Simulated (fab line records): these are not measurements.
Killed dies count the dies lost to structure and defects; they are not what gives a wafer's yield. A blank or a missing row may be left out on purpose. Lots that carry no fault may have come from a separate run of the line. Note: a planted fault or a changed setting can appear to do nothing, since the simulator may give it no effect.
Which tool is to blame? :: flow gf180mcu :: Sampling: 13 lots, 39 wafers, 4 of 602 route steps

== WHAT EACH GAUGE READ, for each wafer ==
GF_TOP_METAL_THK_MEAS_06: measures by xrf.
lot: L913
measured: day 27 19:41
on: film_metro-03
TOP_METAL_ALCU_THK (nm): 927 920 917

lot: L914
measured: day 28 04:31
on: film_metro-03
TOP_METAL_ALCU_THK (nm): 909 900 908

lot: L916
measured: day 28 11:49
on: film_metro-03
TOP_METAL_ALCU_THK (nm): 908 917 921

lot: L917
measured: day 28 20:04
on: film_metro-03
TOP_METAL_ALCU_THK (nm): 908 918 899

lot: L920
measured: day 29 19:10
on: film_metro-04
TOP_METAL_ALCU_THK (nm): 925 924 925

lot: L923
measured: day 30 19:07
on: film_metro-01
TOP_METAL_ALCU_THK (nm): 919 916 918

lot: L924
measured: day 31 03:31
on: film_metro-03
TOP_METAL_ALCU_THK (nm): 916 907 922

lot: L925
measured: day 31 05:06
on: film_metro-01
TOP_METAL_ALCU_THK (nm): 921 922 906

lot: L929
measured: day 32 04:41
on: film_metro-01
TOP_METAL_ALCU_THK (nm): 882 909 906

lot: L931
measured: day 32 18:20
on: film_metro-01
TOP_METAL_ALCU_THK (nm): 911 894 918

lot: L932
measured: day 33 01:44
on: film_metro-01
TOP_METAL_ALCU_THK (nm): 913 907 910

lot: L933
measured: day 33 07:14
on: film_metro-01
TOP_METAL_ALCU_THK (nm): 913 920 931

lot: L935
measured: day 33 12:06
on: film_metro-04
TOP_METAL_ALCU_THK (nm): 904 906 910

GF_PASSIVATION_THK_MEAS_03.
lot: L913
measured: day 28 16:41
on: film_metro-02
PASSIVATION_CVD_02_THK (nm): 697 708 702

lot: L914
measured: day 29 01:06
on: film_metro-04
PASSIVATION_CVD_02_THK (nm): 707 721 713

lot: L916
measured: day 29 08:47
on: film_metro-04
PASSIVATION_CVD_02_THK (nm): 686 680 693

lot: L917
measured: day 29 16:32
on: film_metro-03
PASSIVATION_CVD_02_THK (nm): 690 711 708

lot: L920
measured: day 30 14:59
on: film_metro-04
PASSIVATION_CVD_02_THK (nm): 691 693 702

lot: L923
measured: day 31 13:37
on: film_metro-04
PASSIVATION_CVD_02_THK (nm): 696 681 703

lot: L924
measured: day 31 21:29
on: film_metro-02
PASSIVATION_CVD_02_THK (nm): 699 678 699

lot: L925
measured: day 31 23:50
on: film_metro-04
PASSIVATION_CVD_02_THK (nm): 693 689 699

lot: L929
measured: day 32 22:07
on: film_metro-04
PASSIVATION_CVD_02_THK (nm): 692 702 703

lot: L931
measured: day 33 11:20
on: film_metro-03
PASSIVATION_CVD_02_THK (nm): 682 702 701

lot: L932
measured: day 33 18:01
on: film_metro-04
PASSIVATION_CVD_02_THK (nm): 698 693 711

lot: L933
measured: day 33 23:47
on: film_metro-02
PASSIVATION_CVD_02_THK (nm): 691 681 694

lot: L935
measured: day 34 05:02
on: film_metro-03
PASSIVATION_CVD_02_THK (nm): 691 698 706

== TOOL THAT RAN EACH LOT (tool first, then ch and the chambers of the sampled wafers, then the start) ==
lot: L913
GF_TOP_METAL_SPUTTER_02: pvd_sputter-01, day 27 19:29
GF_TOP_METAL_SPUTTER_03: pvd_sputter-01, day 27 19:31

lot: L914
GF_TOP_METAL_SPUTTER_02: pvd_sputter-01, day 28 04:17
GF_TOP_METAL_SPUTTER_03: pvd_sputter-01, day 28 04:20

lot: L916
GF_TOP_METAL_SPUTTER_02: pvd_sputter-01, day 28 11:36
GF_TOP_METAL_SPUTTER_03: pvd_sputter-01, day 28 11:38

lot: L917
GF_TOP_METAL_SPUTTER_02: pvd_sputter-01, day 28 19:51
GF_TOP_METAL_SPUTTER_03: pvd_sputter-01, day 28 19:53

lot: L920
GF_TOP_METAL_SPUTTER_02: pvd_sputter-01, day 29 18:57
GF_TOP_METAL_SPUTTER_03: pvd_sputter-01, day 29 18:59

lot: L923
GF_TOP_METAL_SPUTTER_02: pvd_sputter-04, day 30 18:54
GF_TOP_METAL_SPUTTER_03: pvd_sputter-04, day 30 18:57

lot: L924
GF_TOP_METAL_SPUTTER_02: pvd_sputter-01, day 31 03:17
GF_TOP_METAL_SPUTTER_03: pvd_sputter-01, day 31 03:20

lot: L925
GF_TOP_METAL_SPUTTER_02: pvd_sputter-02, day 31 04:53
GF_TOP_METAL_SPUTTER_03: pvd_sputter-02, day 31 04:56

lot: L929
GF_TOP_METAL_SPUTTER_02: pvd_sputter-01, day 32 04:28
GF_TOP_METAL_SPUTTER_03: pvd_sputter-01, day 32 04:31

lot: L931
GF_TOP_METAL_SPUTTER_02: pvd_sputter-02, day 32 18:07
GF_TOP_METAL_SPUTTER_03: pvd_sputter-02, day 32 18:09

lot: L932
GF_TOP_METAL_SPUTTER_02: pvd_sputter-04, day 33 01:32
GF_TOP_METAL_SPUTTER_03: pvd_sputter-04, day 33 01:34

lot: L933
GF_TOP_METAL_SPUTTER_02: pvd_sputter-04, day 33 07:01
GF_TOP_METAL_SPUTTER_03: pvd_sputter-04, day 33 07:03

lot: L935
GF_TOP_METAL_SPUTTER_02: pvd_sputter-02, day 33 11:53
GF_TOP_METAL_SPUTTER_03: pvd_sputter-02, day 33 11:56
- GF_TOP_METAL_SPUTTER_02: material AlCu, target thk 900 nm, time 47.82 s.
- GF_TOP_METAL_SPUTTER_03: material Ti, target thk 5 nm, time 3.3 s.

== WHAT THE TOOLS THEMSELVES READ (means of the sampled wafers that have a number; where no wafer has one, the mark that the record gives instead) ==
GF_TOP_METAL_SPUTTER_02.
lot: L913
tool: pvd_sputter-01
throttle_valve_pct (%): 30.8

lot: L914
tool: pvd_sputter-01
throttle_valve_pct (%): 30.9

lot: L916
tool: pvd_sputter-01
throttle_valve_pct (%): 30.3

lot: L917
tool: pvd_sputter-01
throttle_valve_pct (%): 31.0

lot: L920
tool: pvd_sputter-01
throttle_valve_pct (%): 30.1

lot: L923
tool: pvd_sputter-04
throttle_valve_pct (%): 29.6

lot: L924
tool: pvd_sputter-01
throttle_valve_pct (%): 30.2

lot: L925
tool: pvd_sputter-02
throttle_valve_pct (%): 30.1

lot: L929
tool: pvd_sputter-01
throttle_valve_pct (%): 31.1

lot: L931
tool: pvd_sputter-02
throttle_valve_pct (%): 29.8

lot: L932
tool: pvd_sputter-04
throttle_valve_pct (%): 29.5

lot: L933
tool: pvd_sputter-04
throttle_valve_pct (%): 29.5

lot: L935
tool: pvd_sputter-02
throttle_valve_pct (%): 30.8

GF_TOP_METAL_SPUTTER_03.
lot: L913
tool: pvd_sputter-01
throttle_valve_pct (%): 30.7

lot: L914
tool: pvd_sputter-01
throttle_valve_pct (%): 30.9

lot: L916
tool: pvd_sputter-01
throttle_valve_pct (%): 30.2

lot: L917
tool: pvd_sputter-01
throttle_valve_pct (%): 30.8

lot: L920
tool: pvd_sputter-01
throttle_valve_pct (%): 30.2

lot: L923
tool: pvd_sputter-04
throttle_valve_pct (%): 29.7

lot: L924
tool: pvd_sputter-01
throttle_valve_pct (%): 30.2

lot: L925
tool: pvd_sputter-02
throttle_valve_pct (%): 30.2

lot: L929
tool: pvd_sputter-01
throttle_valve_pct (%): 30.9

lot: L931
tool: pvd_sputter-02
throttle_valve_pct (%): 29.7

lot: L932
tool: pvd_sputter-04
throttle_valve_pct (%): 29.4

lot: L933
tool: pvd_sputter-04
throttle_valve_pct (%): 29.5

lot: L935
tool: pvd_sputter-02
throttle_valve_pct (%): 30.7

== THE ANSWER, worked out from the rows above alone ==
Rule: the lots themselves supply what counts as usual. The widest of any qualifying gaps counts: lots, ordered by their means at a reading, are off when they make up no more than a third of the lots, leave a main group of 4 or more, and stand apart from it by 3 or more times the standard deviation of that group's means. Not used: any main group whose means are identical at the precision the tables above print for the reading. Also off: a lot with no number at a reading for which 4 or more lots have one. All remaining lots with rows at the step are treated as sound. First the gauges in route order, then the tools' own readings, where a lot's mean is used as printed above. At the first step where some lot is off, the reading lying furthest off is the one used; lots without a number count as furthest.
No lot is off at any reading shown: from this, nothing can be told.

== WHAT WAS PUT IN BY THE SIMULATOR ==
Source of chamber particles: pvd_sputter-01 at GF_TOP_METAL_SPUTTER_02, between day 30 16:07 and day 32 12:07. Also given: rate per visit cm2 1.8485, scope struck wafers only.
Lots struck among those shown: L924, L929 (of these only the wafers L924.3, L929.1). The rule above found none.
